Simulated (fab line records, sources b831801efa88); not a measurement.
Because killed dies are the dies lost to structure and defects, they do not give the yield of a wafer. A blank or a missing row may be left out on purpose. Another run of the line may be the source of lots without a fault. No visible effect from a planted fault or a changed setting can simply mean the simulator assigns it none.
8D (eight disciplines) problem report, filled in by code :: flow gf180mcu :: the parts of the form that need people (team, actions taken, sign-off) are left out

1. THE ISSUE
tiltDeg at GF_HV_LDD_IMPLANT_36 reads a mean of 25.808 degrees on 6 wafers of 2 lots; wafers without a fault read 30.002 degrees with a standard deviation of 0.02. That is -99 or more standard deviations from the usual mean.
First observed at day 14 14:31: wafer L346.1, on implanter-02. Wafers with a number at this step in the record: 39, from 13 lots. By rule, "out" or "out of limits" means more than 4 standard deviations away from the usual mean. The rest of the wafers with a number are treated as sound.

2. WHAT IT IS AND WHAT IT IS NOT
question: which readings at this step
is: tiltDeg
is not: -

question: which lots
is: L346, L347
is not: L339, L342, L350, L351, L353, L355, L356, L357, L358, L359, L361

question: which wafers of those lots
is: all that have a number
is not: -

question: read on which tools
is: implanter-02
is not: implanter-01, implanter-04

question: when
is: from day 14 14:31
is not: up to then (6 sound wafers); but 27 sound wafers of L350, L351, L353, L355, L356, L357, L358, L359, L361 came after

3. THE SUSPECTS, EACH WITH WHAT RULES IT OUT
Counting: a tool stays on the suspect list if, at a process step up to the reading, it processed all lots that are out and no sound lot following the first of them.
- plasmaAsher-02 at GF_DUAL_GATE_STRIP_13 (strips in O2/N2): ruled out as a lasting fault. Sound lots L350, L351, L358, L359 ran on it after its first lot that is out, L346 (day 10 17:26).
- implanter-02 at GF_HV_LDD_IMPLANT_36: ruled out as a lasting fault. Sound lots L355, L358 ran on it after its first lot that is out, L346 (day 14 14:31).
Left after counting: nothing in the record.

4. THE CAUSE (what the simulator had put in)
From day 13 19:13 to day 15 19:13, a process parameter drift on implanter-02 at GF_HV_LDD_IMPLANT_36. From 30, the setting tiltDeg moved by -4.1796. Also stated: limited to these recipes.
Counting ruled it out, wrongly.

5. THE EFFECT CHAIN, in route order
Each row: a reading whose mean over the struck wafers that have a number lies more than 3 standard deviations from the usual. Only readings whose record carries a usual standard deviation are examined. hours: median over the lots of the time between each lot's start at the first step of this table that gives one and its start at this step. sigmas: the change, counted in usual standard deviations.
hours: 0
step: GF_HV_LDD_IMPLANT_36
reading: tiltDeg
usual: 30.002 degrees
on struck wafers: 25.808
change: -4.194
sigmas: -99 or more
It contains these process steps:
- GF_HV_LDD_IMPLANT_36
Readings that are blank on the struck wafers while sound wafers have them: HV_LDD_RS at GF_HV_LDD_RS_MEAS_53.
Later steps that measure or inspect, where all struck wafers having a row at the step show a number for every such reading and not one has moved that far: GF_NSD_CD_MEAS_07.

6. HOW IT WOULD HAVE BEEN CAUGHT EARLIER
19 hours passed between the start of the fault at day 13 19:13 and the first reading out of limits in this record, taken at day 14 14:31.
